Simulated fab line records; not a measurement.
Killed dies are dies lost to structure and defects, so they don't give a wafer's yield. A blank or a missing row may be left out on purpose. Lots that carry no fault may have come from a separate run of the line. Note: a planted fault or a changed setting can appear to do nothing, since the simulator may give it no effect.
fab line records ; flow gf180mcu ; part 1 of 2: steps 1 to 24 of 33
record: lots: 5; wafers: 15; last_day: 32
route steps=602 shown V5@540 TOP_METAL@567
lots untouched by any fault: they come from a run of this same line in which no faults occurred
start_h: the number of hours between the record's first day and the start of the first shown wafer of the lot ; wait_h: hours elapsed since this lot's preceding step ; " repeats the value in the row above ; L1.1+2: a single row standing in for several wafers ; - no value present, or no start provided ; * or withheld: withheld ; < > ~ a bound
route shown NAME@n: NAME is a module with steps in the file, n the number in the route of the first one ; usual: mean/standard deviation taken from wafers without a fault ; same: alike in all rows ; chamber/n: place in a boat ; sites: the reading at each site ; _std_site: how widely they spread, as a standard deviation ; _edge_site: outer sites' mean less inner sites' ; radius_mm: for every site, how far away it sits from the centre of the wafer ; mask NAME#n: copy n ; behind: the tool/chamber that last shaped the wafer ; hold: the reason the lot was held/the length of the hold in hours/how it ended ; device: whichever transistor did not switch (one of n, p or np) ; end of line: tests run on the same wafers once the route is complete ; step lacking rows: just its recipe ; killed: at the first sort, the dies lost to defects and structure; wafer yield is something else ; map: the dies of a wafer, with x for killed, . for not killed, _ for no die there
set.NAME: the setting the step ran with; set.NAME@STEP: the setting that earlier step ran with ; model.NAME: the simulator's own value behind a step, which no gauge read
certain route steps with their lots: each step a table, each wafer a row
services: a tool's chamber out of use, with start hour (start_h, from the record's first day; less than 0 if before it), hours out, and reason
== steps ==
step: GF_V5_CVD_00
recipe: material: SiO2; target_thk_nm: 300; sigma_open_frac: 0.3; temp_c: 400; time_s: 50; sih4_flow_sccm: 60; pressure_mtorr: 6
usual: pressure_mtorr: 5.999/0.015
lot.wafer;tool;chamber;start_h;wait_h;pressure_mtorr
L074.3;hdpcvd-01;2;605.58;0.0;6.021
L074.4;hdpcvd-01;2;605.58;0.0;6.004
L074.6;hdpcvd-01;0;605.58;0.0;5.980
L075.2;hdpcvd-02;2;609.37;0.0;6.006
L075.3;hdpcvd-02;0;609.37;0.0;6.017
L075.5;hdpcvd-02;2;609.37;0.0;6.007
L076.1;hdpcvd-02;2;614.03;0.0;5.986
L076.2;hdpcvd-02;1;614.03;0.0;5.988
L076.6;hdpcvd-02;2;614.03;0.0;5.992
L084.2;hdpcvd-01;0;683.00;0.0;5.998
L084.3;hdpcvd-01;2;683.00;0.0;5.995
L084.5;hdpcvd-01;2;683.00;0.0;6.002
L087.1;hdpcvd-02;2;702.01;0.0;5.982
L087.3;hdpcvd-02;0;702.01;0.0;5.997
L087.6;hdpcvd-02;1;702.01;0.0;6.007
step: GF_V5_THK_MEAS_01
recipe: reads: SiO2_of_V5_CVD_00
usual: V5_CVD_00_THK: 301/4.9
lot.wafer;tool;chamber;start_h;wait_h;V5_CVD_00_THK[nm]
L074.3;film_metro-03;-;605.64;0.0;294
L074.4;film_metro-03;-;605.64;0.0;293
L074.6;film_metro-03;-;605.64;0.0;295
L075.2;film_metro-02;-;609.43;0.0;299
L075.3;film_metro-02;-;609.43;0.0;300
L075.5;film_metro-02;-;609.43;0.0;300
L076.1;film_metro-03;-;614.07;0.0;301
L076.2;film_metro-03;-;614.07;0.0;306
L076.6;film_metro-03;-;614.07;0.0;299
L084.2;film_metro-04;-;683.05;0.0;299
L084.3;film_metro-04;-;683.05;0.0;295
L084.5;film_metro-04;-;683.05;0.0;297
L087.1;film_metro-02;-;702.05;0.0;304
L087.3;film_metro-02;-;702.05;0.0;311
L087.6;film_metro-02;-;702.05;0.0;308
step: GF_V5_CVD_02
recipe: material: SiO2; target_thk_nm: 1450; precursor: TEOS; temp_c: 400; time_s: 163.28; rf_w: 600
usual: heater_power_w: 578/88
lot.wafer;tool;chamber;start_h;wait_h;heater_power_w;since_wet_clean_h
L074.3;pecvd-01;1;605.68;0.0;634;639
L074.4;pecvd-01;0;605.68;0.0;584;-
L074.6;pecvd-01;1;605.68;0.0;508;-
L075.2;pecvd-03;0;609.48;0.0;640;227
L075.3;pecvd-03;2;609.48;0.0;570;227
L075.5;pecvd-03;0;609.48;0.0;662;-
L076.1;pecvd-01;1;614.13;0.1;653;648
L076.2;pecvd-01;0;614.13;0.1;603;648
L076.6;pecvd-01;1;614.13;0.1;505;-
L084.2;pecvd-01;2;683.10;0.0;462;717
L084.3;pecvd-01;1;683.10;0.0;638;717
L084.5;pecvd-01;1;683.10;0.0;515;-
L087.1;pecvd-01;2;702.11;0.1;448;736
L087.3;pecvd-01;0;702.11;0.1;577;736
L087.6;pecvd-01;0;702.11;0.1;687;-
step: GF_V5_THK_MEAS_03
recipe: reads: SiO2_of_V5_CVD_02
usual: V5_CVD_02_THK: 1449/17
lot.wafer;tool;chamber;start_h;wait_h;V5_CVD_02_THK[nm]
L074.3;film_metro-04;-;605.81;0.1;1423
L074.4;film_metro-04;-;605.81;0.1;1451
L074.6;film_metro-04;-;605.81;0.1;1436
L075.2;film_metro-02;-;609.59;0.1;1453
L075.3;film_metro-02;-;609.59;0.1;1453
L075.5;film_metro-02;-;609.59;0.1;1474
L076.1;film_metro-04;-;614.24;0.1;1419
L076.2;film_metro-04;-;614.24;0.1;1433
L076.6;film_metro-04;-;614.24;0.1;1438
L084.2;film_metro-03;-;683.22;0.1;1445
L084.3;film_metro-03;-;683.22;0.1;1447
L084.5;film_metro-03;-;683.22;0.1;1465
L087.1;film_metro-04;-;702.22;0.1;1476
L087.3;film_metro-04;-;702.22;0.1;1474
L087.6;film_metro-04;-;702.22;0.1;1489
step: GF_V5_CMP_04
recipe: material: SiO2; down_force_psi: 4; platen_rpm: 60; pad_velocity_m_s: 0.94248
usual: motor_current_A: 12.3/0.87; slurry_filter_dp_kPa: 13.51/0.13
lot.wafer;tool;chamber;start_h;wait_h;motor_current_A;slurry_filter_dp_kPa
L074.4;cmp-02;1;605.90;0.1;13.1;13.67
L074.3;cmp-02;2;605.90;0.1;12.2;13.62
L074.6;cmp-02;1;605.90;0.1;12.5;13.55
L075.2;cmp-01;3;609.64;0.0;12.4;13.31
L075.3;cmp-01;2;609.64;0.0;13.2;13.44
L075.5;cmp-01;3;609.64;0.0;12.6;13.49
L076.2;cmp-01;0;614.40;0.1;12.1;13.46
L076.1;cmp-01;1;614.40;0.1;10.2;13.64
L076.6;cmp-01;3;614.40;0.1;12.3;13.46
L084.2;cmp-01;0;685.02;1.8;11.5;13.49
L084.3;cmp-01;3;685.02;1.8;12.7;13.64
L084.5;cmp-01;1;685.02;1.8;11.1;13.45
L087.1;cmp-01;3;702.28;0.1;12.8;13.47
L087.3;cmp-01;0;702.28;0.1;12.7;13.30
L087.6;cmp-01;0;702.28;0.1;12.3;13.50
step: GF_V5_BOW_MEAS_05
recipe: mode: bow
usual: V5_BOW: 134/10
lot.wafer;tool;chamber;start_h;wait_h;V5_BOW[um]
L074.3;film_metro-03;-;606.19;0.2;138
L074.4;film_metro-03;-;606.19;0.2;135
L074.6;film_metro-03;-;606.19;0.2;126
L075.2;film_metro-03;-;609.96;0.3;129
L075.3;film_metro-03;-;609.96;0.3;120
L075.5;film_metro-03;-;609.96;0.3;128
L076.1;film_metro-04;-;614.60;0.1;130
L076.2;film_metro-04;-;614.60;0.1;153
L076.6;film_metro-04;-;614.60;0.1;127
L084.2;film_metro-03;-;685.34;0.3;113
L084.3;film_metro-03;-;685.34;0.3;129
L084.5;film_metro-03;-;685.34;0.3;135
L087.1;film_metro-02;-;702.58;0.2;137
L087.3;film_metro-02;-;702.58;0.2;132
L087.6;film_metro-02;-;702.58;0.2;151
step: GF_V5_DEHYDRATE_06
recipe: temp_c: 200; time_s: 60
usual: chill_plate_temp_C: 22.99/0.098
lot.wafer;tool;chamber;start_h;wait_h;chill_plate_temp_C
L074.3;litho_track-03;0;615.62;9.4;22.93
L074.4;litho_track-03;0;615.62;9.4;22.94
L074.6;litho_track-03;0;615.62;9.4;23.10
L075.2;litho_track-04;0;619.78;9.8;23.12
L075.3;litho_track-04;0;619.78;9.8;23.02
L075.5;litho_track-04;0;619.78;9.8;22.89
L076.1;litho_track-03;0;624.47;9.9;23.17
L076.2;litho_track-03;0;624.47;9.9;22.96
L076.6;litho_track-03;0;624.47;9.9;22.83
L084.2;litho_track-04;0;693.33;8.0;22.90
L084.3;litho_track-04;0;693.33;8.0;22.79
L084.5;litho_track-04;0;693.33;8.0;22.89
L087.1;litho_track-03;0;711.17;8.6;23.14
L087.3;litho_track-03;0;711.17;8.6;23.14
L087.6;litho_track-03;0;711.17;8.6;22.99
step: GF_V5_HMDS_07
recipe: prime_time_s: 60; prime_temp_c: 120
usual: chill_plate_temp_C: 23.01/0.088
lot.wafer;tool;chamber;start_h;wait_h;chill_plate_temp_C
L074.3;litho_track-03;0;615.77;0.1;23.14
L074.4;litho_track-03;0;615.77;0.1;23.15
L074.6;litho_track-03;0;615.77;0.1;23.09
L075.2;litho_track-04;0;619.93;0.1;23.14
L075.3;litho_track-04;0;619.93;0.1;23.02
L075.5;litho_track-04;0;619.93;0.1;23.06
L076.1;litho_track-03;0;624.62;0.1;22.97
L076.2;litho_track-03;0;624.62;0.1;23.01
L076.6;litho_track-03;0;624.62;0.1;23.03
L084.2;litho_track-04;0;693.48;0.1;23.09
L084.3;litho_track-04;0;693.48;0.1;22.98
L084.5;litho_track-04;0;693.48;0.1;23.07
L087.1;litho_track-03;0;711.32;0.1;23.19
L087.3;litho_track-03;0;711.32;0.1;22.97
L087.6;litho_track-03;0;711.32;0.1;23.01
step: GF_V5_COAT_08
recipe: resist: BARC; temp_c: withheld; time_s: withheld; spin_rpm: withheld; resist_thk_nm: withheld
usual: chill_plate_temp_C: *
lot.wafer;tool;chamber;start_h;wait_h;chill_plate_temp_C
L074.3;litho_track-03;0;615.92;0.1;*
L074.4;litho_track-03;0;615.92;0.1;*
L074.6;litho_track-03;0;615.92;0.1;*
L075.2;litho_track-04;0;620.08;0.1;*
L075.3;litho_track-04;0;620.08;0.1;*
L075.5;litho_track-04;0;620.08;0.1;*
L076.1;litho_track-03;0;624.77;0.1;*
L076.2;litho_track-03;0;624.77;0.1;*
L076.6;litho_track-03;0;624.77;0.1;*
L084.2;litho_track-04;0;693.63;0.1;*
L084.3;litho_track-04;0;693.63;0.1;*
L084.5;litho_track-04;0;693.63;0.1;*
L087.1;litho_track-03;0;711.47;0.1;*
L087.3;litho_track-03;0;711.47;0.1;*
L087.6;litho_track-03;0;711.47;0.1;*
step: GF_V5_COAT_09
recipe: resist: KrF; spin_rpm: withheld; resist_thk_nm: 1000
usual: chill_plate_temp_C: 23.00/0.095
lot.wafer;tool;chamber;start_h;wait_h;chill_plate_temp_C
L074.3;litho_track-03;0;-;-;22.90
L074.4;litho_track-03;0;-;-;23.07
L074.6;litho_track-03;0;-;-;23.10
L075.2;litho_track-04;0;-;-;22.98
L075.3;litho_track-04;0;-;-;23.03
L075.5;litho_track-04;0;-;-;23.09
L076.1;litho_track-03;0;-;-;22.98
L076.2;litho_track-03;0;-;-;23.11
L076.6;litho_track-03;0;-;-;23.07
L084.2;litho_track-04;0;-;-;23.29
L084.3;litho_track-04;0;-;-;22.94
L084.5;litho_track-04;0;-;-;23.02
L087.1;litho_track-03;0;-;-;22.91
L087.3;litho_track-03;0;-;-;23.05
L087.6;litho_track-03;0;-;-;23.01
step: GF_V5_SOFTBAKE_10
recipe: temp_c: 130; time_s: 60; resist: KrF
usual: chill_plate_temp_C: 22.99/0.11
lot.wafer;tool;chamber;start_h;wait_h;chill_plate_temp_C
L074.3;litho_track-03;0;-;-;23.09
L074.4;litho_track-03;0;-;-;22.95
L074.6;litho_track-03;0;-;-;23.09
L075.2;litho_track-04;0;-;-;23.00
L075.3;litho_track-04;0;-;-;22.88
L075.5;litho_track-04;0;-;-;22.97
L076.1;litho_track-03;0;-;-;22.89
L076.2;litho_track-03;0;-;-;23.03
L076.6;litho_track-03;0;-;-;22.93
L084.2;litho_track-04;0;-;-;22.94
L084.3;litho_track-04;0;-;-;23.01
L084.5;litho_track-04;0;-;-;22.98
L087.1;litho_track-03;0;-;-;23.22
L087.3;litho_track-03;0;-;-;23.25
L087.6;litho_track-03;0;-;-;23.06
step: GF_V5_EXPOSE_11
recipe: mask_id: Via5; target_cd_nm: 260; na: 0.68; source_shape: conventional; sigma_outer: 0.6; dose_mj: 38
same: na: 0.68
lot.wafer;tool;chamber;start_h;wait_h;mask
L074.3+4+6;krf_scanner-01;0;-;-;Via5#0
L075.2+3+5;krf_scanner-01;0;-;-;Via5#0
L076.1+2+6;krf_scanner-02;0;-;-;Via5#0
L084.2+3+5;krf_scanner-02;0;-;-;Via5#0
L087.1+3+6;krf_scanner-01;0;-;-;Via5#0
step: GF_V5_PEB_12
recipe: peb_temp_c: 135; peb_time_s: 90; resist: KrF
usual: chill_plate_temp_C: 22.98/0.12
lot.wafer;tool;chamber;start_h;wait_h;chill_plate_temp_C
L074.3;litho_track-03;0;-;-;22.92
L074.4;litho_track-03;0;-;-;22.94
L074.6;litho_track-03;0;-;-;22.97
L075.2;litho_track-03;0;-;-;23.01
L075.3;litho_track-03;0;-;-;22.97
L075.5;litho_track-03;0;-;-;23.08
L076.1;litho_track-04;0;-;-;22.92
L076.2;litho_track-04;0;-;-;22.90
L076.6;litho_track-04;0;-;-;22.83
L084.2;litho_track-02;0;-;-;22.99
L084.3;litho_track-02;0;-;-;22.92
L084.5;litho_track-02;0;-;-;23.02
L087.1;litho_track-02;0;-;-;22.92
L087.3;litho_track-02;0;-;-;22.80
L087.6;litho_track-02;0;-;-;22.84
step: GF_V5_DEVELOP_13
recipe: develop_time_s: 60; resist: KrF; dev_temp_c: 21
usual: chill_plate_temp_C: 22.99/0.11; developer_temp_C: 20.97/0.11
same: develop_time_s: 60
lot.wafer;tool;chamber;start_h;wait_h;chill_plate_temp_C;developer_temp_C
L074.3;litho_track-03;0;626.17;0.1;22.96;21.02
L074.4;litho_track-03;0;626.17;0.1;23.06;20.91
L074.6;litho_track-03;0;626.17;0.1;23.12;20.97
L075.2;litho_track-03;0;630.10;0.2;23.01;21.12
L075.3;litho_track-03;0;630.10;0.2;22.99;21.01
L075.5;litho_track-03;0;630.10;0.2;22.96;21.17
L076.1;litho_track-04;0;634.55;0.2;22.98;20.95
L076.2;litho_track-04;0;634.55;0.2;23.06;20.93
L076.6;litho_track-04;0;634.55;0.2;22.98;20.89
L084.2;litho_track-02;0;703.23;0.2;23.04;21.01
L084.3;litho_track-02;0;703.23;0.2;22.97;20.92
L084.5;litho_track-02;0;703.23;0.2;22.97;20.67
L087.1;litho_track-02;0;719.96;0.2;22.94;20.93
L087.3;litho_track-02;0;719.96;0.2;23.11;20.98
L087.6;litho_track-02;0;719.96;0.2;23.05;21.21
step: GF_V5_CD_MEAS_14
recipe: target_cd_nm: 260
usual: cd_nm: 259.8/1.1
lot.wafer;tool;chamber;start_h;wait_h;cd_nm
L074.3;cd_sem-01;-;626.31;0.1;259.9
L074.4;cd_sem-01;-;626.31;0.1;259.3
L074.6;cd_sem-01;-;626.31;0.1;259.6
L075.2;cd_sem-02;-;630.24;0.1;259.2
L075.3;cd_sem-02;-;630.24;0.1;259.1
L075.5;cd_sem-02;-;630.24;0.1;259.8
L076.1;cd_sem-02;-;634.87;0.3;259.8
L076.2;cd_sem-02;-;634.87;0.3;259.5
L076.6;cd_sem-02;-;634.87;0.3;258.4
L084.2;cd_sem-01;-;703.38;0.1;260.9
L084.3;cd_sem-01;-;703.38;0.1;260.3
L084.5;cd_sem-01;-;703.38;0.1;260.1
L087.1;cd_sem-02;-;720.11;0.1;258.0
L087.3;cd_sem-02;-;720.11;0.1;258.2
L087.6;cd_sem-02;-;720.11;0.1;257.7
step: GF_V5_OVL_MEAS_15
usual: V5_OVL: 2/5.5
lot.wafer;tool;chamber;start_h;wait_h;V5_OVL[nm]
L074.3;overlay-01;-;626.41;0.1;-2
L074.4;overlay-01;-;626.41;0.1;-2
L074.6;overlay-01;-;626.41;0.1;0
L075.2;overlay-01;-;630.35;0.1;-3
L075.3;overlay-01;-;630.35;0.1;-3
L075.5;overlay-01;-;630.35;0.1;10
L076.1;overlay-01;-;634.99;0.1;-8
L076.2;overlay-01;-;634.99;0.1;0
L076.6;overlay-01;-;634.99;0.1;-3
L084.2;overlay-02;-;703.48;0.1;2
L084.3;overlay-02;-;703.48;0.1;6
L084.5;overlay-02;-;703.48;0.1;7
L087.1;overlay-02;-;720.23;0.1;2
L087.3;overlay-02;-;720.23;0.1;7
L087.6;overlay-02;-;720.23;0.1;1
step: GF_V5_ETCH_16
recipe: chemistry: N2/H2; target_depth_a: withheld; overetch_a: withheld; time_s: withheld; target: BARC; ion_energy_ev: 200; source_w: 500; bias_w: 100; pressure_mtorr: 30; n2_flow_sccm: 100; h2_flow_sccm: 200
usual: chamber_pressure_mTorr: 30.005/0.025; drypump_motor_current_A: 5.9/0.5; h2_flow_sccm: 200.0/0.49; n2_flow_sccm: 100.0/0.31; oes_product_au: 0.855/0.0044; throttle_valve_pct: 13.224/0.0092
lot.wafer;tool;chamber;start_h;wait_h;chamber_pressure_mTorr;drypump_motor_current_A;h2_flow_sccm;n2_flow_sccm;oes_product_au;throttle_valve_pct
L074.3;rie_diel-01;3;626.43;0.0;29.991;5.7;199.9;100.2;0.868;13.209
L074.4;rie_diel-01;0;626.43;0.0;30.003;5.0;199.4;100.5;0.854;13.235
L074.6;rie_diel-01;0;626.43;0.0;30.011;5.0;199.5;100.2;0.851;13.214
L075.2;rie_diel-04;1;630.38;0.0;29.985;6.5;200.3;99.5;0.861;13.219
L075.3;rie_diel-04;3;630.38;0.0;30.026;6.1;200.2;99.9;0.843;13.212
L075.5;rie_diel-04;1;630.38;0.0;29.953;6.5;200.1;99.6;0.856;13.215
L076.1;rie_diel-04;0;635.02;0.0;30.006;6.4;200.3;100.1;0.848;13.215
L076.2;rie_diel-04;3;635.02;0.0;29.975;6.2;201.2;100.0;0.860;13.222
L076.6;rie_diel-04;2;635.02;0.0;30.031;6.5;200.9;100.0;0.858;13.244
L084.2;rie_diel-01;3;703.51;0.0;29.984;5.7;200.9;100.6;0.847;13.210
L084.3;rie_diel-01;2;703.51;0.0;29.997;5.7;200.2;100.8;0.856;13.205
L084.5;rie_diel-01;3;703.51;0.0;29.970;5.7;199.7;100.4;0.857;13.238
L087.1;rie_diel-01;0;720.26;0.0;30.004;5.0;199.8;99.6;0.858;13.222
L087.3;rie_diel-01;1;720.26;0.0;30.064;5.9;200.0;99.8;0.852;13.217
L087.6;rie_diel-01;1;720.26;0.0;29.967;5.8;199.3;99.7;0.863;13.224
step: GF_V5_ETCH_17
recipe: chemistry: C4F8/O2/Ar; mask_material: KrF; target: SiO2; stop_on: TiN; source_w: 1500; bias_w: 1200; pressure_mtorr: 40; c4f8_flow_sccm: withheld; O2_flow_sccm: 6; Ar_flow_sccm: 300; time_s: withheld; target_depth_a: 8550
usual: chamber_pressure_mTorr: 40.00/0.037; oes_product_au: 0.859/0.0051
lot.wafer;tool;chamber;start_h;wait_h;chamber_pressure_mTorr;oes_product_au
L074.3;rie_diel-01;3;-;-;40.00;0.864
L074.4;rie_diel-01;0;-;-;39.97;0.860
L074.6;rie_diel-01;0;-;-;39.99;0.854
L075.2;rie_diel-04;1;-;-;40.05;0.865
L075.3;rie_diel-04;3;-;-;40.05;0.860
L075.5;rie_diel-04;1;-;-;40.00;0.855
L076.1;rie_diel-04;0;-;-;39.98;0.860
L076.2;rie_diel-04;3;-;-;40.01;0.859
L076.6;rie_diel-04;2;-;-;39.95;0.869
L084.2;rie_diel-01;3;-;-;40.03;0.858
L084.3;rie_diel-01;2;-;-;40.01;0.855
L084.5;rie_diel-01;3;-;-;39.98;0.868
L087.1;rie_diel-01;0;-;-;40.04;0.855
L087.3;rie_diel-01;1;-;-;40.05;0.855
L087.6;rie_diel-01;1;-;-;39.99;0.860
step: GF_V5_STRIP_18
recipe: chemistry: O2/N2; power_w: 1400; pressure_mtorr: 1500; platen_temp_c: 250; o2_flow_sccm: 3000; n2_flow_sccm: 300; overash_fraction: 0.5
usual: chamber_pressure_mTorr: 1500.0/1.4; drypump_motor_current_A: 5.5/0.31; heater_power_w: 344/24; n2_flow_sccm: 299.9/0.97; oes_product_au: 0.568/0.0043
lot.wafer;tool;chamber;start_h;wait_h;chamber_pressure_mTorr;drypump_motor_current_A;heater_power_w;n2_flow_sccm;oes_product_au;rf_hours_counter_h
L074.3;plasma_asher-01;1;626.62;-;1501.4;5.5;382;299.0;0.573;-
L074.4;plasma_asher-01;0;626.62;-;1499.3;5.9;385;301.0;0.568;-
L074.6;plasma_asher-01;1;626.62;-;1498.3;5.5;377;300.0;0.566;-
L075.2;plasma_asher-02;0;630.53;-;1501.9;5.6;354;299.4;0.571;54
L075.3;plasma_asher-02;0;630.53;-;1500.3;5.6;355;299.6;0.563;-
L075.5;plasma_asher-02;1;630.53;-;1501.3;5.0;311;298.2;0.573;-
L076.1;plasma_asher-03;1;635.17;-;1499.9;5.3;333;299.1;0.569;84
L076.2;plasma_asher-03;0;635.17;-;1498.6;5.8;335;299.8;0.577;84
L076.6;plasma_asher-03;0;635.17;-;1500.2;5.8;350;300.8;0.572;-
L084.2;plasma_asher-03;1;703.67;-;1500.1;5.2;338;300.0;0.567;92
L084.3;plasma_asher-03;1;703.67;-;1497.2;5.3;330;299.8;0.574;-
L084.5;plasma_asher-03;1;703.67;-;1499.7;5.3;322;300.4;0.571;-
L087.1;plasma_asher-02;0;720.41;-;1500.6;5.6;361;298.2;0.567;63
L087.3;plasma_asher-02;0;720.41;-;1500.4;5.6;357;297.9;0.567;-
L087.6;plasma_asher-02;1;720.41;-;1499.6;5.0;312;298.7;0.572;-
step: GF_V5_STRIP_19
recipe: chemistry: post_etch_residue_remover; time_s: 1200; temp_c: 72.5
usual: bath_guard_temp_C: 72.5/0.55; bath_heat_duty_pct: 14.2/1.4; temp_c: 72.49/0.12
lot.wafer;tool;chamber;start_h;wait_h;bath_guard_temp_C;bath_heat_duty_pct;temp_c
L074.3;wet_bench-03;1;626.68;0.0;72.2;15.9;72.50
L074.4;wet_bench-03;1;626.68;0.0;72.5;15.1;72.40
L074.6;wet_bench-03;1;626.68;0.0;72.3;14.7;72.58
L075.2;wet_bench-04;1;630.63;0.1;72.1;12.7;72.47
L075.3;wet_bench-04;1;630.63;0.1;72.2;14.0;72.48
L075.5;wet_bench-04;1;630.63;0.1;72.6;12.9;72.68
L076.1;wet_bench-04;2;635.27;0.1;71.5;13.3;72.58
L076.2;wet_bench-04;2;635.27;0.1;71.7;13.2;72.65
L076.6;wet_bench-04;2;635.27;0.1;71.6;15.0;72.52
L084.2;wet_bench-03;3;703.77;0.1;72.6;13.3;72.51
L084.3;wet_bench-03;3;703.77;0.1;72.5;14.4;72.56
L084.5;wet_bench-03;3;703.77;0.1;72.8;14.6;72.49
L087.1;wet_bench-02;0;720.51;0.1;72.1;11.8;72.47
L087.3;wet_bench-02;0;720.51;0.1;72.3;14.1;72.47
L087.6;wet_bench-02;0;720.51;0.1;72.2;13.6;72.60
step: GF_V5_CLEAN_20
recipe: chemistry: DIW; dry: n2_spin
lot.wafer;tool;chamber;start_h;wait_h
L074.3+4+6;wet_bench-04;1;627.02;0.0
L075.2+3+5;wet_bench-03;2;630.97;0.0
L076.1+2+6;wet_bench-02;1;635.62;0.0
L084.2+3+5;wet_bench-02;1;704.11;0.0
L087.1+3+6;wet_bench-04;1;720.86;0.0
step: GF_V5_SPUTTER_21
recipe: material: Ti; target_thk_nm: 15; chamber_pressure_pa: 5; power_w: 2500; substrate_temp_c: 200; time_s: 80.02
usual: throttle_valve_pct: 30.2/0.8
lot.wafer;tool;chamber;start_h;wait_h;throttle_valve_pct
L074.3;pvd_sputter-04;-;627.12;0.0;29.9
L074.4;pvd_sputter-04;-;627.12;0.0;30.8
L074.6;pvd_sputter-04;-;627.12;0.0;30.7
L075.2;pvd_sputter-02;-;631.07;0.0;30.4
L075.3;pvd_sputter-02;-;631.07;0.0;29.6
L075.5;pvd_sputter-02;-;631.07;0.0;30.3
L076.1;pvd_sputter-04;-;635.71;0.0;30.7
L076.2;pvd_sputter-04;-;635.71;0.0;29.7
L076.6;pvd_sputter-04;-;635.71;0.0;30.8
L084.2;pvd_sputter-04;-;704.20;0.0;29.6
L084.3;pvd_sputter-04;-;704.20;0.0;30.8
L084.5;pvd_sputter-04;-;704.20;0.0;30.6
L087.1;pvd_sputter-04;-;720.96;0.0;29.3
L087.3;pvd_sputter-04;-;720.96;0.0;30.7
L087.6;pvd_sputter-04;-;720.96;0.0;29.5
step: GF_V5_SPUTTER_22
recipe: material: TiN; target_thk_nm: 10; chamber_pressure_pa: 5; power_w: 4000; time_s: 40
usual: throttle_valve_pct: 30.2/0.79
lot.wafer;tool;chamber;start_h;wait_h;throttle_valve_pct
L074.3;pvd_sputter-04;-;627.18;0.0;29.9
L074.4;pvd_sputter-04;-;627.18;0.0;31.0
L074.6;pvd_sputter-04;-;627.18;0.0;30.6
L075.2;pvd_sputter-02;-;631.13;0.0;30.4
L075.3;pvd_sputter-02;-;631.13;0.0;29.9
L075.5;pvd_sputter-02;-;631.13;0.0;30.2
L076.1;pvd_sputter-04;-;635.77;0.0;30.8
L076.2;pvd_sputter-04;-;635.77;0.0;29.3
L076.6;pvd_sputter-04;-;635.77;0.0;30.6
L084.2;pvd_sputter-04;-;704.26;0.0;29.7
L084.3;pvd_sputter-04;-;704.26;0.0;30.9
L084.5;pvd_sputter-04;-;704.26;0.0;30.8
L087.1;pvd_sputter-04;-;721.02;0.0;29.5
L087.3;pvd_sputter-04;-;721.02;0.0;30.9
L087.6;pvd_sputter-04;-;721.02;0.0;29.3
step: GF_V5_CVD_23
recipe: material: W; target_thk_nm: 350; time_s: 104.9; temp_c: 400; pressure_torr: 40
usual: heater_power_w: 913/110
lot.wafer;tool;chamber;start_h;wait_h;heater_power_w;since_wet_clean_h
L074.3;cvd_w-02;1;627.25;0.1;745;-
L074.4;cvd_w-02;0;627.25;0.1;985;-
L074.6;cvd_w-02;1;627.25;0.1;772;-
L075.2;cvd_w-01;1;631.17;0.0;1022;727
L075.3;cvd_w-01;1;631.17;0.0;1022;-
L075.5;cvd_w-01;1;631.17;0.0;1016;-
L076.1;cvd_w-02;1;635.81;0.0;744;232
L076.2;cvd_w-02;0;635.81;0.0;977;232
L076.6;cvd_w-02;0;635.81;0.0;958;-
L084.2;cvd_w-02;0;704.30;0.0;972;300
L084.3;cvd_w-02;0;704.30;0.0;967;-
L084.5;cvd_w-02;1;704.30;0.0;785;-
L087.1;cvd_w-01;0;721.06;0.0;869;817
L087.3;cvd_w-01;1;721.06;0.0;1017;-
L087.6;cvd_w-01;1;721.06;0.0;1045;-
